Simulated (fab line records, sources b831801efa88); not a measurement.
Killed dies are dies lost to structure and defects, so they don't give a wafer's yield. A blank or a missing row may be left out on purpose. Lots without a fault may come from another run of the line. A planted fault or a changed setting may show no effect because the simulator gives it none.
Problem report in the 8D (eight disciplines) form, filled by code | flow sky130 | the parts of the form that need people (team, actions taken, sign-off) are left out

1. THE PROBLEM
CONTACT_W_RS at SKY_CONTACT_RS_MEAS_25 reads a mean of 0.381 ohm/sq on 5 wafers of 3 lots; wafers without a fault read 0.340 ohm/sq with a standard deviation of 0.0032. That is +13 standard deviations from the usual mean.
The step: measures by four-point-probe.
First seen on wafer L359.4, day 36 15:11, on film_metro-02. The record holds 35 wafers of 12 lots with a number at this step. Rule for "out", or "out of limits": more than 4 standard deviations from the usual mean. The other wafers with a number count as sound.

2. WHAT IT IS AND WHAT IT IS NOT
question                    | is                                     | is not
which readings at this step | CONTACT_W_RS                           | -
which lots                  | L359, L360, L361                       | L344, L347, L348, L350, L351, L364, L365, L366, L367
which wafers of those lots  | L359.4, L359.6, L360.6, L361.4, L361.6 | L359.2, L360.5, L361.1
read on which gauges        | film_metro-02, film_metro-04           | film_metro-01
when                        | from day 36 15:11                      | up to then (16 sound wafers); but 14 sound wafers of L360, L361, L364, L365, L366, L367 came after

3. SUSPECTS, AND WHAT RULES EACH OUT
Counting: a tool at a process step up to the reading stays a suspect if it ran every lot that is out. Sound lots after the first of them don't rule it out here, since some wafers of a struck lot are sound.
- the gauge at SKY_CONTACT_RS_MEAS_25: ruled out. The wafers that are out were read on 2 gauges (film_metro-02, film_metro-04).
- cvd_w-02 at SKY_CONTACT_CVD_24 (deposits W, target thk 340 nm, time 102.12 s): kept. It ran every lot that is out, first L359 (day 36 15:03); its last sound lot up to then is L348 (day 32 17:50).
Left after counting: cvd_w-02 at SKY_CONTACT_CVD_24.

4. THE CAUSE (what the simulator had put in)
Process parameter drift: cvd_w-02, from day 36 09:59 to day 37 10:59, at SKY_CONTACT_CVD_24. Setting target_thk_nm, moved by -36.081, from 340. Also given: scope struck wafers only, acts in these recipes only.
Counting left only this tool.

5. THE CHAIN OF EFFECTS, in route order
Each row: a reading whose mean over the struck wafers that have a number lies more than 3 standard deviations from the usual. Only readings for which the record gives a usual standard deviation are gone through. hours: the time from each lot's start at the first step in this table that gives one to its start at this step, as a median over the lots. sigmas: the change in usual standard deviations.
hours | step                    | reading       | usual        | on struck wafers | change | sigmas
0     | SKY_CONTACT_RS_MEAS_25  | CONTACT_W_RS  | 0.340 ohm/sq | 0.381            | +0.041 | +13
0     | SKY_CONTACT_THK_MEAS_26 | CONTACT_W_THK | 336 nm       | 302              | -34    | -6.5
Later measuring or inspecting steps at which every struck wafer that the step has a row for has a number for every such reading, and none has moved that far: SKY_VIA1_BOW_MEAS_03.

6. WHAT WOULD HAVE CAUGHT IT SOONER
In this record the first reading out of limits at a measuring or inspecting step was taken at day 36 15:11, 5 hours after the fault began at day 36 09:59.
Of the tool readings at SKY_CONTACT_CVD_24 for which the record gives a usual standard deviation, none was out on any struck wafer, so an alarm limit of 4 standard deviations on them would not have fired.
Of the lots that are out (3), L360, L361 began SKY_CONTACT_CVD_24 on cvd_w-02 after day 36 15:11. A hold on the tool at that time would have spared those 2.
